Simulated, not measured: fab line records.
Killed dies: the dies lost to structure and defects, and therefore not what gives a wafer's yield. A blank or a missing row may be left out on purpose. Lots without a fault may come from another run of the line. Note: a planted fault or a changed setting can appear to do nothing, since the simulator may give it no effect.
Lot-split experiment | flow gf180mcu | 23 wafers read across 5 lots, on a route 602 steps long

ABOUT THE SPLIT
At GF_MIM_SPUTTER_00 (material Ti, target thk 37.5 nm, time 150 s), the setting timeS was moved away from the recipe's 150 s on 9 of the 23 wafers read, by -11.3% to +8.5%. The other wafers ran this setting at the recipe's value.

The reading is taken at the split's own step.

THE READING
Ti_of_MIM_SPUTTER_00.thkNm (the simulator's own value, which no gauge read), in nm, at GF_MIM_SPUTTER_00 (material Ti, target thk 37.5 nm, time 150 s). The file does not state a usual value for it. Average 37.30 nm, standard deviation 0.41 nm, over the 14 wafers here run with the recipe.

wafer  | tool, chamber at the split | timeS as run, s | against the recipe | Ti_of_MIM_SPUTTER_00.thkNm, nm | against lot-mates on the recipe
L074.1 | pvdSputter-01, -           | 162.8           | +8.5%              | 40.83                          | +3.04
L074.2 | pvdSputter-01, -           | 150             | recipe             | 37.92                          | -
L074.3 | pvdSputter-01, -           | 162.8           | +8.5%              | 41.04                          | +3.25
L074.4 | pvdSputter-01, -           | 150             | recipe             | 37.66                          | -
L074.5 | pvdSputter-01, -           | 162.8           | +8.5%              | 40.79                          | +3.00
L075.2 | pvdSputter-02, -           | 150             | recipe             | 37.83                          | -
L075.3 | pvdSputter-02, -           | 142.3           | -5.1%              | 35.32                          | -2.56
L075.4 | pvdSputter-02, -           | 150             | recipe             | 37.94                          | -
L075.5 | pvdSputter-02, -           | 142.3           | -5.1%              | 35.55                          | -2.34
L075.6 | pvdSputter-02, -           | 142.3           | -5.1%              | 35.69                          | -2.20
L082.1 | pvdSputter-02, -           | 133.1           | -11.3%             | 33.01                          | -4.43
L082.2 | pvdSputter-02, -           | 133.1           | -11.3%             | 33.11                          | -4.33
L082.3 | pvdSputter-02, -           | 133.1           | -11.3%             | 33.16                          | -4.28
L082.4 | pvdSputter-02, -           | 150             | recipe             | 37.57                          | -
L082.5 | pvdSputter-02, -           | 150             | recipe             | 37.3                           | -
L084.1 | pvdSputter-02, -           | 150             | recipe             | 37.15                          | -
L084.2 | pvdSputter-02, -           | 150             | recipe             | 37.1                           | -
L084.4 | pvdSputter-02, -           | 150             | recipe             | 37.37                          | -
L084.5 | pvdSputter-02, -           | 150             | recipe             | 36.98                          | -
L084.6 | pvdSputter-02, -           | 150             | recipe             | 37.07                          | -
L085.1 | pvdSputter-02, -           | 150             | recipe             | 36.76                          | -
L085.3 | pvdSputter-02, -           | 150             | recipe             | 36.69                          | -
L085.5 | pvdSputter-02, -           | 150             | recipe             | 36.83                          | -

FIT RESULTS
A straight line over all 23 wafers: Ti_of_MIM_SPUTTER_00.thkNm changes by +0.388 nm for each +1% of timeS; r = +0.99; the points scatter about the line by 0.36 nm.
The same after taking each lot's own level away (the mean of its wafers on the recipe; 23 wafers): +0.384 nm for each +1%; r = +1.00; scatter 0.18 nm.
The reading moves by 4.3 nm for the largest change in timeS, on that fit.
Measured against the standard deviation above, the lots' own levels, which go from 36.760 to 37.885 nm, span 2.7 times it.
So the lot-to-lot level changes the slope little: the two slopes agree.
Check: -4.4 nm against its lot-mates is what the line predicts for one of the wafers moved furthest among these (-11.3%) when that wafer is left out of the fit. Against them it came out at -4.43 nm.

ADDITIONAL SPLITS CARRIED BY THESE WAFERS
Note: prior to the reading, these wafers also went through further splits. Each is held against what the fit with the lots' levels taken away leaves over:
other split on the same wafers | wafers away from the commonest value | r with Ti_of_MIM_SPUTTER_00.thkNm (lot level and that fit taken away)
GF_M4_COAT_09 resistThkNm      | 8                                    | -0.57
GF_V4_CVD_00 sih4FlowSccm      | 7                                    | -0.16
GF_V4_CMP_04 leaveAboveRefNm   | 11                                   | +0.06
GF_V4_ETCH_16 ionEnergyEv      | 9                                    | -0.37
GF_V4_SPUTTER_21 timeS         | 8                                    | +0.12

FILE'S OWN FIT
Ti_of_MIM_SPUTTER_00.thkNm changes by +0.387 nm for each +1% of timeS, r = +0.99.
